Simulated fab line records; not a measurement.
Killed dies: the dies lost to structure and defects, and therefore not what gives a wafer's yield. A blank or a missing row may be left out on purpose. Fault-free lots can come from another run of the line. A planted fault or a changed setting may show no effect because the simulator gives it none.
Which tool was responsible?	flow gf180mcu	route of 602 steps, sampled at 1 step: 6 lots, 18 wafers

## WHAT THE GAUGES READ, wafer by wafer
GF_STI_THK_MEAS_04.
lot	measured	on	STI_CVD_03_THK (nm)
L232	day 1 23:38	film metro-03	202.5 201.8 202.1
L236	day 2 19:34	film metro-03	206.7 207.4 206.7
L238	day 3 06:33	film metro-01	210.4 210.1 209.1
L245	day 4 16:34	film metro-04	208.8 208.9 209.6
L249	day 5 14:09	film metro-04	205.1 206.0 206.0
L251	day 6 00:37	film metro-01	209.6 207.1 206.2

## WHAT TOOL EACH LOT RAN ON (gives the tool, then ch and the chambers of the sampled wafers, and finally the start)
The record holds no process step before these readings.

## THE ANSWER, worked out from the rows above alone
Rule: the usual values come from the lots themselves. Put in order of their means at a reading, lots are off if they are a third of the lots or fewer, leave a main group of 4 or more, and stand apart from it by a gap of 3 or more times the standard deviation of the main group's means; of several such gaps the widest counts. If all means in a main group match to the digits the tables above print for the reading, that group is not used. Also off: a lot with no number at a reading for which 4 or more lots have one. Where the step has rows for the other lots, those lots are counted as sound.
No lot is off on any of the readings shown, so nothing can be concluded from this.

## WHAT THE SIMULATOR PUT IN
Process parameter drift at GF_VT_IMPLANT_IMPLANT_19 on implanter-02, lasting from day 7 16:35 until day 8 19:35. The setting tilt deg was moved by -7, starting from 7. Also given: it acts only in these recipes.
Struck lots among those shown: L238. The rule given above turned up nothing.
